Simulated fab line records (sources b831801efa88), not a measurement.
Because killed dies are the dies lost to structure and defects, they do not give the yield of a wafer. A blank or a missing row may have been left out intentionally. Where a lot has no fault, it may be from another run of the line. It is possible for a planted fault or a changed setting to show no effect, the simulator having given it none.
Which tool did it? ; flow gf180mcu ; 6 lots, 18 wafers sampled, at 4 steps of a route of 602

WHAT EACH GAUGE READ, for each wafer
GF_M4_CD_MEAS_14: target cd 280 nm.
lot;measured;on;cd_nm (nm)
L838;day 25 03:28;cd_sem-02;281.0 280.6 280.5
L840;day 26 03:58;cd_sem-01;280.1 281.1 280.3
L844;day 27 05:05;cd_sem-01;280.6 281.3 280.9
L846;day 27 15:43;cd_sem-01;272.5 272.1 272.2
L849;day 28 17:52;cd_sem-02;275.3 276.1 277.1
L858;day 31 04:46;cd_sem-01;280.1 279.8 280.4

WHICH TOOL RAN EACH LOT (tool, then ch and the chambers of the sampled wafers, then the start)
lot;GF_V3_ETCH_17;GF_V3_SPUTTER_21;GF_M4_EXPOSE_11
L838;rie_diel-01 ch 1,2, day 24 04:05 or earlier;pvd_sputter-01, day 24 04:05;krf_scanner-02 ch 0, day 24 16:07
L840;rie_diel-01 ch 0,1, day 25 04:59 or earlier;pvd_sputter-01, day 25 04:59;krf_scanner-02 ch 0, day 25 16:40
L844;rie_diel-03 ch 1,3, day 26 06:51 or earlier;pvd_sputter-04, day 26 06:51;krf_scanner-02 ch 0, day 26 19:05
L846;rie_diel-04 ch 0,1,3, day 26 18:19 or earlier;pvd_sputter-01, day 26 18:19;krf_scanner-01 ch 0, day 27 05:41
L849;rie_diel-04 ch 0,2,3, day 27 20:55 or earlier;pvd_sputter-02, day 27 20:55;krf_scanner-01 ch 0, day 28 08:34
L858;rie_diel-01 ch 0,3, day 30 09:14 or earlier;pvd_sputter-01, day 30 09:14;krf_scanner-02 ch 0, day 30 19:55
- GF_V3_ETCH_17: etches SiO2 in C4F8/O2/Ar, stops on TiN, target depth 635 nm.
- GF_V3_SPUTTER_21: material Ti, target thk 15 nm, time 80.02 s.
- GF_M4_EXPOSE_11: exposes mask Metal4, target cd 280 nm.

THE ANSWER, worked out from the rows above alone
Rule: what is usual is taken from the lots themselves. The widest of any qualifying gaps counts: lots, ordered by their means at a reading, are off when they make up no more than a third of the lots, leave a main group of 4 or more, and stand apart from it by 3 or more times the standard deviation of that group's means. A main group is skipped when, at the precision printed for the reading in the tables above, its means are all equal. A lot without any number at a reading at which 4 lots or more have one is off too. Where the step has rows for the other lots, those lots are counted as sound.
Off: L846, L849, at GF_M4_CD_MEAS_14 (cd_nm). Mean 280.6 nm and standard deviation 0.31 in the main group.
If a tool, at a process step before that reading, ran all the lots that are off and no sound lot after the first of them, it fits. Those tools and the gauges at GF_M4_CD_MEAS_14 are tried in the same way. With no start given for some of its lots, GF_V3_ETCH_17 uses the hours and lot order of GF_V3_SPUTTER_21. 2 tools fit, rie_diel-04 at GF_V3_ETCH_17 and krf_scanner-01 at GF_M4_EXPOSE_11, so this cannot tell which one it is.

WHAT THE SIMULATOR HAD INSERTED
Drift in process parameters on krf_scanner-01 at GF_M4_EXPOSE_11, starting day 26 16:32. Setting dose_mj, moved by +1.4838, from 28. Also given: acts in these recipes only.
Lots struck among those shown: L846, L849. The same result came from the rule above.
